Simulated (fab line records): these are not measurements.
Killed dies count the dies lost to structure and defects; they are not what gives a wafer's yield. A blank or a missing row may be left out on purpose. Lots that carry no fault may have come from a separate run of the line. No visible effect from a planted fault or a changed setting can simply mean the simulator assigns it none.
A lot that was struck, set against a sound lot | flow gf180mcu | 28 steps out of a route of 602
Sound: wafers L466.3, L466.5, L466.6. Wafers struck: L469.1, L469.3, L469.4. Last of all comes the cause.
Per side, at each step with rows, come the tool, then ch with its chambers, and then its first start. Under that, the readings that differ: sound wafers | struck wafers | difference of the means | sigmas: that difference in standard deviations of wafers without a fault.
alike: readings whose means differ by less than 2 such deviations, and words and numbers that are the same on both sides. not compared: withheld readings, readings that some wafer has no value for, bounds like >300 that may hide the same value, and numbers for which the record gives no deviation and whose values overlap.
The two part at a step that has a row with sigmas, a row that says differs or no value, or rows on one side only. Numbers that don't overlap but have no deviation are shown without sigmas and don't part them. Lack of a reading on every wafer of one side parts them only where that side has two or more wafers.

first, 6 steps without rows for these wafers: GF_HV_LDD_HMDS_25 (prime time 60 s); GF_HV_LDD_COAT_26 (resist thk 1000 nm); GF_HV_LDD_SOFTBAKE_27 (time 60 s); GF_HV_LDD_EXPOSE_28 (exposes mask Nplus HV AREA, target cd 400 nm); GF_HV_LDD_PEB_29; GF_HV_LDD_DEVELOP_30 (develop time 60 s).
GF_HV_LDD_CD_MEAS_31: target cd 400 nm.
  sound on cd-sem-01 at day 13 20:30; struck on cd-sem-02 at day 14 20:13
  alike: cd-nm
GF_HV_LDD_OVL_MEAS_32:
  sound on overlay-02 at day 13 20:35; struck on overlay-01 at day 14 20:20
  alike: HV_LDD_02_OVL
then, 4 steps without rows for these wafers: GF_HV_LDD_IMPLANT_33; GF_HV_LDD_IMPLANT_34; GF_HV_LDD_IMPLANT_35; GF_HV_LDD_IMPLANT_36.
GF_HV_LDD_STRIP_37: strips in O2/N2.
  sound on plasma-asher-02 ch 0,1, day 13 21:15; struck on plasma-asher-02 ch 0,1, day 14 20:59
  no value came back on the struck wafers for any of 5 readings (chamber-pressure-mTorr (mTorr), drypump-motor-current-A (A) and others); on the sound wafers chamber-pressure-mTorr (mTorr) reads 1499.0 1500.4 1499.1
  reading                                     | sound | struck         | difference | sigmas
  model.NOVOLAK_of_HV_LDD_COAT_26.thk-nm (nm) | 0 0 0 | 1002 1002 1005 | +1003      |
  not compared: rf-hours-counter-h
GF_HV_LDD_TW_MEAS_38:
  sound on film-metro-01 at day 13 21:20; struck on film-metro-04 at day 14 21:05
  alike: HV_LDD_3_TW
then, 7 steps without rows for these wafers: GF_HV_LDD_DEHYDRATE_39 (time 60 s); GF_HV_LDD_HMDS_40 (prime time 60 s); GF_HV_LDD_COAT_41 (resist thk 1000 nm); GF_HV_LDD_SOFTBAKE_42 (time 60 s); GF_HV_LDD_EXPOSE_43 (exposes mask Pplus HV AREA, target cd 400 nm); GF_HV_LDD_PEB_44; GF_HV_LDD_DEVELOP_45 (develop time 60 s).
GF_HV_LDD_CD_MEAS_46: target cd 400 nm.
  sound on cd-sem-02 at day 14 17:06; struck on cd-sem-02 at day 15 17:50
  alike: cd-nm
GF_HV_LDD_OVL_MEAS_47:
  sound on overlay-02 at day 14 17:11; struck on overlay-02 at day 15 17:58
  alike: HV_LDD_03_OVL
following that, these wafers have no rows for 1 step: GF_HV_LDD_IMPLANT_48.
GF_HV_LDD_STRIP_49: strips in O2/N2.
  sound on plasma-asher-04 ch 0,1, day 14 17:24; struck on plasma-asher-04 ch 0,1, day 15 18:09
  reading                      | sound             | struck            | difference | sigmas
  strip-time-to-endpoint-s (s) | 12.67 12.61 12.68 | 27.66 27.69 27.73 | +15.04     | +99 or more
  alike: chamber-pressure-mTorr, drypump-motor-current-A, heater-power-w, oes-product-au
  not compared: rf-hours-counter-h
GF_HV_LDD_TW_MEAS_50:
  sound on film-metro-04 at day 14 17:29; struck on film-metro-04 at day 15 18:15
  reading     | sound       | struck   | difference | sigmas
  HV_LDD_4_TW | 578 580 576 | 30 31 30 | -548       | -99 or more
then, 1 step without rows for these wafers: GF_HV_LDD_CLEAN_51 (cleans in SC1/SC2, time 150 s).
-- here the record skips 16 days between the struck wafers' starts before and after, leaving off in module HV_LDD and picking up in module PASSIVATION (first step shown: number 602 of the route) --
GF_PASSIVATION_PROBE_99:
  only the struck wafers here have rows in the record (prober-01, day 31 23:58); the sound ones have none

## WHERE THEY PART
Last at GF_PASSIVATION_PROBE_99 as far as this record goes, first at GF_HV_LDD_STRIP_37.

WHY: the cause the simulator had injected
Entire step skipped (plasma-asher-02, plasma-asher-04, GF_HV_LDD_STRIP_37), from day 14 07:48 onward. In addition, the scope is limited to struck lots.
